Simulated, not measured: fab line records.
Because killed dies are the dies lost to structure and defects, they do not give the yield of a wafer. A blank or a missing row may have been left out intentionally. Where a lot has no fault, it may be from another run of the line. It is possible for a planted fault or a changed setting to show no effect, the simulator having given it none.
fab line records + flow sfqLine
record
- lots=7
- wafers=19
- lastDay=76
route steps=325 shown C5@247 M6@251
lots that met no fault: from a run of the same line without faults
startH: hours from the record's opening day to when the first of the lot's shown wafers began + waitH: how many hours have passed since the lot's step before this one + " repeats the value in the row above + L1.1+2: a row that stands for several wafers + - no value, or no start was given + * or withheld: withheld + < > ~ a bound
route shown NAME@n: NAME is a module with steps in the file, n the number in the route of the first one + usual: mean and standard deviation over wafers with no fault + same: alike in all rows + chamber/n: place in a boat + sites: per-site readings + _std_site: the values' standard deviation + _edge_site: outer sites' mean less inner sites' + radiusMm: for every site, how far away it sits from the centre of the wafer + mask NAME#n: copy n + behind: the tool/chamber that last shaped the wafer + hold: the reason the lot was held/the length of the hold in hours/how it ended + device: whichever transistor did not switch (one of n, p or np) + end of line: the same wafers' tests at the end of the route + step lacking rows: just its recipe + killed: dies lost to structure and defects at the first sort, not the wafer's yield + map: shows each die of a wafer: x if killed, . if not, _ if none is there
set.NAME: the run value of the setting; set.NAME@STEP: its run value at that earlier step + model.NAME: the simulator's own value behind a step, which no gauge read
certain route steps with their lots: each step a table, each wafer a row
services: from which hour (startH, from the record's first day; less than 0 if before it) a tool's chamber was out of use, for how many hours, and why
## steps
# step SFQ_TRILAYER_C5_BARC_OPEN_VIA_ETCH_210
# recipe
- maskMaterial=PR
- chemistry=O2
- targetDepthNm=125
- target=BARC
- sourceW=500
- biasW=80
- pressureMtorr=30
- timeS=41.7
# usual
- drypumpMotorCurrentA=5.8/0.36
- oesProductAu=0.686/0.0048
| lot.wafer | tool       | chamber | startH  | waitH | drypumpMotorCurrentA | oesProductAu | rfHoursCounterH |
|-----------|------------|---------|---------|-------|----------------------|--------------|-----------------|
| L875.2    | rieDiel-01 | 1       | 1392.71 | 0.0   | 5.9                  | 0.691        | 13              |
| L875.4    | "          | 2       | "       | "     | 6.1                  | 0.685        | 18              |
| L875.6    | "          | 2       | "       | "     | 6.1                  | 0.683        | -               |
| L877.1    | rieDiel-01 | 3       | 1405.91 | 0.0   | 5.7                  | 0.686        | 20              |
| L877.4    | "          | 1       | "       | "     | 5.9                  | 0.680        | 13              |
| L877.6    | "          | 1       | "       | "     | 5.9                  | 0.684        | -               |
| L884.3    | rieDiel-03 | 0       | 1458.06 | 0.0   | 6.0                  | 0.692        | 19              |
| L884.5    | "          | 3       | "       | "     | 5.2                  | 0.689        | -               |
| L886.2    | rieDiel-01 | 3       | 1468.86 | 0.0   | 5.8                  | 0.677        | 21              |
| L886.3    | "          | 0       | "       | "     | 4.8                  | 0.686        | 20              |
| L886.6    | "          | 3       | "       | "     | 5.8                  | 0.676        | -               |
| L887.5    | rieDiel-04 | 3       | 1477.88 | 0.0   | 5.8                  | 0.680        | -               |
| L887.6    | "          | 0       | "       | "     | 5.7                  | 0.684        | -               |
| L891.1    | rieDiel-03 | 2       | 1500.76 | 0.0   | 5.9                  | 0.689        | 22              |
| L891.4    | "          | 3       | "       | "     | 5.2                  | 0.689        | 19              |
| L891.6    | "          | 1       | "       | "     | 6.1                  | 0.693        | -               |
| L892.2    | rieDiel-01 | 1       | 1507.96 | 0.0   | 5.8                  | 0.677        | 15              |
| L892.3    | "          | 3       | "       | "     | 5.7                  | 0.693        | 21              |
| L892.6    | "          | 3       | "       | "     | 5.7                  | 0.689        | -               |
# step SFQ_TRILAYER_C5_ETCH_VIA_ETCH_154
# recipe
- target=SiO2
- maskMaterial=PR
- chemistry=CHF3
- targetDepthNm=84
- sourceW=500
- biasW=80
- pressureMtorr=30
- timeS=withheld
- stopOn=Nb
# usual
- drypumpMotorCurrentA=5.8/0.36
- oesProductAu=0.892/0.0095
| lot.wafer | tool       | chamber | startH  | waitH | drypumpMotorCurrentA | oesProductAu |
|-----------|------------|---------|---------|-------|----------------------|--------------|
| L875.2    | rieDiel-01 | 1       | 1392.75 | 0.0   | 5.8                  | 0.887        |
| L875.4    | "          | 2       | "       | "     | 6.1                  | 0.907        |
| L875.6    | "          | 2       | "       | "     | 6.1                  | 0.886        |
| L877.1    | rieDiel-01 | 3       | 1405.95 | 0.0   | 5.7                  | 0.895        |
| L877.4    | "          | 1       | "       | "     | 5.8                  | 0.908        |
| L877.6    | "          | 1       | "       | "     | 5.8                  | 0.904        |
| L884.3    | rieDiel-03 | 0       | 1458.10 | 0.0   | 6.0                  | 0.893        |
| L884.5    | "          | 3       | "       | "     | 5.2                  | 0.906        |
| L886.2    | rieDiel-01 | 3       | 1468.90 | 0.0   | 5.7                  | 0.889        |
| L886.3    | "          | 0       | "       | "     | 4.7                  | 0.877        |
| L886.6    | "          | 3       | "       | "     | 5.7                  | 0.887        |
| L887.5    | rieDiel-04 | 3       | 1477.93 | 0.0   | 5.8                  | 0.891        |
| L887.6    | "          | 0       | "       | "     | 5.7                  | 0.912        |
| L891.1    | rieDiel-03 | 2       | 1500.80 | 0.0   | 5.9                  | 0.871        |
| L891.4    | "          | 3       | "       | "     | 5.2                  | 0.891        |
| L891.6    | "          | 1       | "       | "     | 6.1                  | 0.903        |
| L892.2    | rieDiel-01 | 1       | 1508.00 | 0.0   | 5.8                  | 0.894        |
| L892.3    | "          | 3       | "       | "     | 5.7                  | 0.897        |
| L892.6    | "          | 3       | "       | "     | 5.7                  | 0.912        |
# step SFQ_TRILAYER_C5_STRIP_STRIP_155
# recipe
- gas=O2
- powerW=200
- platenTempC=40
- overashFraction=0.65
- chemistry=O2
- pressureMtorr=50
# usual
- drypumpMotorCurrentA=5.6/0.43
- oesProductAu=1.009/0.011
# same
- overashFraction=0.65
| lot.wafer | tool        | chamber | startH  | waitH | drypumpMotorCurrentA | oesProductAu | rfHoursCounterH |
|-----------|-------------|---------|---------|-------|----------------------|--------------|-----------------|
| L875.2    | rieMetal-02 | 0       | 1392.80 | -     | 6.4                  | 0.999        | 36              |
| L875.4    | "           | 0       | "       | "     | 6.4                  | 1.003        | -               |
| L875.6    | "           | 1       | "       | "     | 5.6                  | 1.006        | -               |
| L877.1    | rieMetal-03 | 1       | 1406.00 | -     | 5.3                  | 1.008        | 150             |
| L877.4    | "           | 0       | "       | "     | 5.1                  | 1.024        | -               |
| L877.6    | "           | 0       | "       | "     | 5.1                  | 1.030        | -               |
| L884.3    | rieMetal-03 | 1       | 1458.35 | -     | 5.3                  | 0.990        | -               |
| L884.5    | "           | 1       | "       | "     | 5.3                  | 1.001        | -               |
| L886.2    | rieMetal-04 | 0       | 1468.95 | -     | 6.0                  | 0.989        | 173             |
| L886.3    | "           | 0       | "       | "     | 6.0                  | 0.994        | -               |
| L886.6    | "           | 1       | "       | "     | 5.8                  | 1.017        | -               |
| L887.5    | rieMetal-03 | 1       | 1478.35 | -     | 5.3                  | 0.999        | -               |
| L887.6    | "           | 0       | "       | "     | 5.1                  | 1.006        | -               |
| L891.1    | rieMetal-03 | 0       | 1500.85 | -     | 5.1                  | 1.021        | 10              |
| L891.4    | "           | 0       | "       | "     | 5.1                  | 1.001        | -               |
| L891.6    | "           | 0       | "       | "     | 5.1                  | 1.013        | -               |
| L892.2    | rieMetal-02 | 0       | 1508.05 | -     | 6.3                  | 1.008        | 56              |
| L892.3    | "           | 1       | "       | "     | 5.6                  | 1.010        | -               |
| L892.6    | "           | 1       | "       | "     | 5.6                  | 1.008        | -               |
# step SFQ_TRILAYER_C5_STRIP_SOLV_CLEAN_156
# recipe
- chemistry=NMP
- tempC=70
- timeS=600
# step SFQ_TRILAYER_M6_DEP_PRE_CLEAN_158
# recipe
- gas=Ar
- timeS=22.5
- biasV=250
# step SFQ_TRILAYER_M6_DEP_SPUTTER_157
# recipe
- material=Nb
- basePressurePa=1.33e-06
- chamberPressurePa=0.1333
- substrateTempC=20
- targetThkNm=200
- powerW=2000
- timeS=133.3
# usual
- throttleValvePct=29.9/0.87
| lot.wafer | tool          | chamber | startH  | waitH | throttleValvePct |
|-----------|---------------|---------|---------|-------|------------------|
| L875.2    | pvdSputter-03 | -       | 1393.61 | 0.0   | 30.0             |
| L875.4    | "             | -       | "       | "     | 29.7             |
| L875.6    | "             | -       | "       | "     | 29.9             |
| L877.1    | pvdSputter-03 | -       | 1407.01 | 0.0   | 29.9             |
| L877.4    | "             | -       | "       | "     | 29.1             |
| L877.6    | "             | -       | "       | "     | 30.2             |
| L884.3    | pvdSputter-05 | -       | 1458.97 | 0.0   | 31.0             |
| L884.5    | "             | -       | "       | "     | 28.5             |
| L886.2    | pvdSputter-05 | -       | 1469.77 | 0.0   | 31.1             |
| L886.3    | "             | -       | "       | "     | 29.4             |
| L886.6    | "             | -       | "       | "     | 31.0             |
| L887.5    | pvdSputter-05 | -       | 1478.80 | 0.0   | 28.1             |
| L887.6    | "             | -       | "       | "     | 29.9             |
| L891.1    | pvdSputter-05 | -       | 1502.26 | 0.0   | 30.9             |
| L891.4    | "             | -       | "       | "     | 31.0             |
| L891.6    | "             | -       | "       | "     | 31.1             |
| L892.2    | pvdSputter-03 | -       | 1508.86 | 0.0   | 28.8             |
| L892.3    | "             | -       | "       | "     | 30.0             |
| L892.6    | "             | -       | "       | "     | 30.2             |
# step SFQ_M6_RS_MEAS_938
# recipe
- thkMeasGauge=four-point-probe
- reads=Nb_of_TRILAYER_M6_DEP_SPUTTER_157
# usual
- M6_NB_RS=0.895/0.01
| lot.wafer | tool         | chamber | startH  | waitH | M6_NB_RS[ohm/sq] |
|-----------|--------------|---------|---------|-------|------------------|
| L875.2    | filmMetro-04 | -       | 1393.72 | 0.1   | 0.893            |
| L875.4    | "            | -       | "       | "     | 0.902            |
| L875.6    | "            | -       | "       | "     | 0.894            |
| L877.1    | filmMetro-04 | -       | 1407.10 | 0.0   | 0.882            |
| L877.4    | "            | -       | "       | "     | 0.896            |
| L877.6    | "            | -       | "       | "     | 0.906            |
| L884.3    | filmMetro-04 | -       | 1459.10 | 0.1   | 0.894            |
| L884.5    | "            | -       | "       | "     | 0.893            |
| L886.2    | filmMetro-02 | -       | 1469.88 | 0.1   | 0.898            |
| L886.3    | "            | -       | "       | "     | 0.897            |
| L886.6    | "            | -       | "       | "     | 0.893            |
| L887.5    | filmMetro-04 | -       | 1478.93 | 0.1   | 0.891            |
| L887.6    | "            | -       | "       | "     | 0.895            |
| L891.1    | filmMetro-02 | -       | 1502.35 | 0.0   | 0.885            |
| L891.4    | "            | -       | "       | "     | 0.879            |
| L891.6    | "            | -       | "       | "     | 0.875            |
| L892.2    | filmMetro-01 | -       | 1508.97 | 0.1   | 0.881            |
| L892.3    | "            | -       | "       | "     | 0.881            |
| L892.6    | "            | -       | "       | "     | 0.886            |
# step SFQ_TRILAYER_M6_LITHO_COAT_164
# recipe
- resist=BARC
- spinRpm=3000
- resistThkNm=62
# step SFQ_TRILAYER_M6_LITHO_COAT_159
# recipe
- resist=KrF
- spinRpm=3000
- resistThkNm=600
# step SFQ_TRILAYER_M6_LITHO_SOFTBAKE_163
# recipe
- tempC=withheld
- timeS=withheld
- resist=KrF
# step SFQ_TRILAYER_M6_LITHO_EXPOSE_160
# recipe
- maskId=M6
- na=0.6
- sourceShape=conventional
- sigmaOuter=0.65
- targetCdNm=500
- doseMj=14.4
# step SFQ_TRILAYER_M6_LITHO_PEB_162
# recipe
- pebTempC=115
- pebTimeS=60
- resist=KrF
# usual
- heaterPowerTotalW=79.15/0.063
| lot.wafer | tool          | chamber | startH  | waitH | heaterPowerTotalW |
|-----------|---------------|---------|---------|-------|-------------------|
| L875.2    | lithoTrack-04 | 0       | 1427.68 | 0.8   | 79.19             |
| L875.4    | "             | 0       | "       | "     | 79.13             |
| L875.6    | "             | 0       | "       | "     | 79.17             |
| L877.1    | lithoTrack-03 | 0       | 1437.26 | 1.0   | 79.24             |
| L877.4    | "             | 0       | "       | "     | 79.06             |
| L877.6    | "             | 0       | "       | "     | 79.16             |
| L884.3    | lithoTrack-04 | 0       | 1485.88 | 0.7   | 81.89             |
| L884.5    | "             | 0       | "       | "     | 82.02             |
| L886.2    | lithoTrack-04 | 0       | 1495.46 | 0.8   | 79.19             |
| L886.3    | "             | 0       | "       | "     | 81.99             |
| L886.6    | "             | 0       | "       | "     | 79.18             |
| L887.5    | lithoTrack-04 | 0       | 1501.53 | 0.3   | 82.04             |
| L887.6    | "             | 0       | "       | "     | 79.25             |
| L891.1    | lithoTrack-03 | 0       | 1541.18 | 1.0   | 79.14             |
| L891.4    | "             | 0       | "       | "     | 79.09             |
| L891.6    | "             | 0       | "       | "     | 79.02             |
| L892.2    | lithoTrack-02 | 0       | 1550.91 | 0.8   | 79.05             |
| L892.3    | "             | 0       | "       | "     | 79.21             |
| L892.6    | "             | 0       | "       | "     | 79.08             |
# step SFQ_TRILAYER_M6_LITHO_DEVELOP_161
# recipe
- timeS=60
- resist=KrF
# step SFQ_M6_OVL_MEAS_940
# usual
- M6_OVL=-1/6.5
| lot.wafer | tool       | chamber | startH  | waitH | M6_OVL[nm] |
|-----------|------------|---------|---------|-------|------------|
| L875.2    | overlay-01 | -       | 1427.96 | 0.1   | 4          |
| L875.4    | "          | -       | "       | "     | 7          |
| L875.6    | "          | -       | "       | "     | 9          |
| L877.1    | overlay-01 | -       | 1437.56 | 0.1   | -10        |
| L877.4    | "          | -       | "       | "     | -13        |
| L877.6    | "          | -       | "       | "     | -19        |
| L884.3    | overlay-02 | -       | 1486.15 | 0.1   | -2         |
| L884.5    | "          | -       | "       | "     | 0          |
| L886.2    | overlay-01 | -       | 1495.74 | 0.1   | 5          |
| L886.3    | "          | -       | "       | "     | 7          |
| L886.6    | "          | -       | "       | "     | 8          |
| L887.5    | overlay-01 | -       | 1501.76 | 0.0   | 5          |
| L887.6    | "          | -       | "       | "     | 2          |
| L891.1    | overlay-01 | -       | 1541.48 | 0.1   | -9         |
| L891.4    | "          | -       | "       | "     | -9         |
| L891.6    | "          | -       | "       | "     | -3         |
| L892.2    | overlay-01 | -       | 1551.19 | 0.1   | 12         |
| L892.3    | "          | -       | "       | "     | 12         |
| L892.6    | "          | -       | "       | "     | 1          |
# step SFQ_TRILAYER_M6_BARC_OPEN_METAL_ETCH_206
# recipe
- maskMaterial=PR
- chemistry=O2
- targetDepthNm=125
- target=BARC
- icpW=600
- biasW=80
- pressureMtorr=10
- timeS=41.7
# usual
- drypumpMotorCurrentA=5.5/0.41
- oesProductAu=0.685/0.0047
| lot.wafer | tool        | chamber | startH  | waitH | drypumpMotorCurrentA | oesProductAu | rfHoursCounterH | model.M6.cdNm |
|-----------|-------------|---------|---------|-------|----------------------|--------------|-----------------|---------------|
| L875.2    | rieMetal-01 | 0       | 1428.01 | 0.0   | 5.0                  | 0.691        | -               | 501           |
| L875.4    | "           | 0       | "       | "     | 5.0                  | 0.679        | -               | 501.1         |
| L875.6    | "           | 0       | "       | "     | 5.0                  | 0.685        | -               | 500.7         |
| L877.1    | rieMetal-03 | 1       | 1437.59 | 0.0   | 5.3                  | 0.682        | 156             | 499.4         |
| L877.4    | "           | 1       | "       | "     | 5.3                  | 0.681        | -               | 498.6         |
| L877.6    | "           | 1       | "       | "     | 5.3                  | 0.686        | -               | 499.1         |
| L884.3    | rieMetal-01 | 1       | 1486.19 | 0.0   | 5.9                  | 0.688        | -               | 514.7         |
| L884.5    | "           | 1       | "       | "     | 5.8                  | 0.692        | -               | 514.5         |
| L886.2    | rieMetal-01 | 0       | 1495.77 | 0.0   | 5.0                  | 0.689        | 89              | 498.1         |
| L886.3    | "           | 1       | "       | "     | 5.9                  | 0.678        | -               | 512.9         |
| L886.6    | "           | 1       | "       | "     | 5.8                  | 0.687        | -               | 499.4         |
| L887.5    | rieMetal-01 | 1       | 1501.85 | 0.1   | 5.8                  | 0.692        | -               | 516.2         |
| L887.6    | "           | 1       | "       | "     | 5.8                  | 0.687        | -               | 500.5         |
| L891.1    | rieMetal-04 | 1       | 1541.52 | 0.0   | 5.8                  | 0.682        | 170             | 501           |
| L891.4    | "           | 0       | "       | "     | 6.0                  | 0.692        | -               | 500.7         |
| L891.6    | "           | 1       | "       | "     | 5.8                  | 0.687        | -               | 501.7         |
| L892.2    | rieMetal-03 | 1       | 1551.22 | 0.0   | 5.3                  | 0.683        | 5               | 501.7         |
| L892.3    | "           | 0       | "       | "     | 5.1                  | 0.685        | -               | 501.2         |
| L892.6    | "           | 0       | "       | "     | 5.1                  | 0.688        | -               | 503           |
# step SFQ_TRILAYER_M6_ETCH_METAL_ETCH_162
# recipe
- target=Nb
- stopOn=SiO2
- maskMaterial=PR
- chemistry=Cl2/Ar
- targetDepthNm=240
- icpW=600
- biasW=80
- pressureMtorr=10
- timeS=120
# usual
- drypumpMotorCurrentA=5.5/0.41
- oesProductAu=0.892/0.0068
| lot.wafer | tool        | chamber | startH  | waitH | drypumpMotorCurrentA | oesProductAu | rfHoursCounterH | model.M6.cdNm |
|-----------|-------------|---------|---------|-------|----------------------|--------------|-----------------|---------------|
| L875.2    | rieMetal-01 | 0       | 1428.16 | 0.1   | 5.0                  | 0.895        | -               | 497.9         |
| L875.4    | "           | 0       | "       | "     | 5.0                  | 0.871        | -               | 497.9         |
| L875.6    | "           | 0       | "       | "     | 5.0                  | 0.893        | -               | 497.3         |
| L877.1    | rieMetal-03 | 1       | 1437.71 | 0.1   | 5.3                  | 0.896        | 156             | 499.9         |
| L877.4    | "           | 1       | "       | "     | 5.3                  | 0.894        | -               | 499           |
| L877.6    | "           | 1       | "       | "     | 5.3                  | 0.881        | -               | 499.2         |
| L884.3    | rieMetal-01 | 1       | 1486.27 | 0.1   | 5.9                  | 0.896        | -               | 508.8         |
| L884.5    | "           | 1       | "       | "     | 5.8                  | 0.895        | -               | 509.1         |
| L886.2    | rieMetal-01 | 0       | 1495.83 | 0.0   | 5.0                  | 0.894        | 89              | 493.8         |
| L886.3    | "           | 1       | "       | "     | 5.8                  | 0.893        | -               | 507.1         |
| L886.6    | "           | 1       | "       | "     | 5.8                  | 0.894        | -               | 494.9         |
| L887.5    | rieMetal-01 | 1       | 1502.06 | 0.2   | 5.9                  | 0.896        | -               | 511.9         |
| L887.6    | "           | 1       | "       | "     | 5.8                  | 0.885        | -               | 495.4         |
| L891.1    | rieMetal-04 | 1       | 1541.58 | 0.0   | 5.8                  | 0.898        | 170             | 505.6         |
| L891.4    | "           | 0       | "       | "     | 6.0                  | 0.898        | -               | 500.1         |
| L891.6    | "           | 1       | "       | "     | 5.8                  | 0.902        | -               | 505.4         |
| L892.2    | rieMetal-03 | 1       | 1551.28 | 0.0   | 5.3                  | 0.890        | 5               | 503.4         |
| L892.3    | "           | 0       | "       | "     | 5.1                  | 0.898        | -               | 502.1         |
| L892.6    | "           | 0       | "       | "     | 5.1                  | 0.891        | -               | 504.2         |
# step SFQ_TRILAYER_M6_STRIP_STRIP_163
# recipe
- gas=O2
- powerW=200
- platenTempC=40
- overashFraction=0.65
- chemistry=O2
- pressureMtorr=50
# usual
- drypumpMotorCurrentA=5.5/0.41
- oesProductAu=1.000/0.013
# same
- overashFraction=0.65
| lot.wafer | tool        | chamber | startH  | waitH | drypumpMotorCurrentA | oesProductAu | rfHoursCounterH |
|-----------|-------------|---------|---------|-------|----------------------|--------------|-----------------|
| L875.2    | rieMetal-01 | 0       | 1428.56 | 0.4   | 5.0                  | 0.996        | -               |
| L875.4    | "           | 0       | "       | "     | 5.0                  | 0.990        | -               |
| L875.6    | "           | 0       | "       | "     | 5.0                  | 1.001        | -               |
| L877.1    | rieMetal-03 | 1       | 1437.96 | 0.2   | 5.3                  | 0.988        | 156             |
| L877.4    | "           | 1       | "       | "     | 5.3                  | 1.006        | -               |
| L877.6    | "           | 1       | "       | "     | 5.3                  | 0.995        | -               |
| L884.3    | rieMetal-01 | 1       | 1486.55 | 0.2   | 5.8                  | 0.993        | -               |
| L884.5    | "           | 1       | "       | "     | 5.8                  | 0.999        | -               |
| L886.2    | rieMetal-01 | 0       | 1495.95 | 0.1   | 5.0                  | 0.993        | 89              |
| L886.3    | "           | 1       | "       | "     | 5.8                  | 0.985        | -               |
| L886.6    | "           | 1       | "       | "     | 5.8                  | 0.979        | -               |
| L887.5    | rieMetal-01 | 1       | 1502.94 | 0.8   | 5.8                  | 0.994        | -               |
| L887.6    | "           | 1       | "       | "     | 5.9                  | 0.991        | -               |
| L891.1    | rieMetal-04 | 1       | 1541.70 | 0.1   | 5.8                  | 1.027        | 170             |
| L891.4    | "           | 0       | "       | "     | 6.0                  | 1.029        | -               |
| L891.6    | "           | 1       | "       | "     | 5.8                  | 1.027        | -               |
| L892.2    | rieMetal-03 | 1       | 1551.40 | 0.1   | 5.3                  | 1.009        | 5               |
| L892.3    | "           | 0       | "       | "     | 5.1                  | 1.006        | -               |
| L892.6    | "           | 0       | "       | "     | 5.1                  | 1.025        | -               |
## services
| tool          | chamber | startH  | hours | kind                        |
|---------------|---------|---------|-------|-----------------------------|
| rieDiel-04    | -       | 1389.48 | 14.6  | pm                          |
| rieMetal-02   | 0       | 1412.87 | 8.6   | repair                      |
| rieDiel-01    | 0       | 1414.14 | 2.5   | repair                      |
| rieMetal-01   | 1       | 1419.81 | 13.0  | repair                      |
| rieMetal-03   | 0       | 1436.12 | -     | clean                       |
| rieMetal-03   | 0       | 1436.12 | -     | consumableReplace:focusRing |
| rieMetal-03   | 0       | 1436.12 | 14.6  | scheduledDown               |
| rieMetal-03   | 0       | 1436.12 | 14.6  | ventCycle                   |
| pvdSputter-03 | -       | 1448.63 | 2.0   | repair                      |
| pvdSputter-05 | -       | 1451.14 | 1.0   | repair                      |
| rieDiel-03    | -       | 1468.52 | 15.6  | pm                          |
| rieMetal-04   | -       | 1476.18 | 2.8   | pm                          |
| rieDiel-04    | -       | 1477.95 | 2.8   | pm                          |
| rieMetal-03   | 1       | 1484.33 | -     | clean                       |
| rieMetal-03   | 1       | 1484.33 | -     | consumableReplace:focusRing |
| rieMetal-03   | 1       | 1484.33 | 20.6  | scheduledDown               |
| rieDiel-04    | 0       | 1485.56 | 4.5   | repair                      |
| rieMetal-01   | 0       | 1498.51 | 3.3   | repair                      |
| rieDiel-01    | -       | 1504.32 | 0.8   | repair                      |
| rieMetal-03   | 1       | 1507.66 | 5.6   | repair                      |
| rieMetal-01   | -       | 1513.11 | 5.3   | repair                      |
| pvdSputter-03 | -       | 1514.68 | 4.7   | repair                      |
| rieDiel-03    | -       | 1547.12 | 0.4   | repair                      |
| rieMetal-04   | -       | 1551.32 | 14.6  | pm                          |
## key
firstSign
- step=SFQ_TRILAYER_M6_LITHO_PEB_162
- reading=heaterPowerTotalW
- direction=up
- sigmas=45
- usual=79.15
- struck=81.98
effect none on later readings
modelEffect
- step=SFQ_TRILAYER_M6_BARC_OPEN_METAL_ETCH_206
- value=M6.cdNm
- without=500.1
- struck=514.6
modelEffect
- step=SFQ_TRILAYER_M6_ETCH_METAL_ETCH_162
- value=M6.cdNm
- without=494.7
- struck=509.3
metAt SFQ_TRILAYER_M6_LITHO_PEB_162
struckWafers L884.3,L884.5,L886.3,L887.5
onsetBetween 1427.68 1485.88
fault
- kind=processParameterDrift
- tool=lithoTrack-04
- chamber=-
- onsetH=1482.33
- steps=SFQ_TRILAYER_M6_LITHO_PEB_162
- channel=pebTimeS
- offset=*
- shape=step
- endH=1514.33
- scope=struckWafersOnly
- actsIn=*
- stated=*
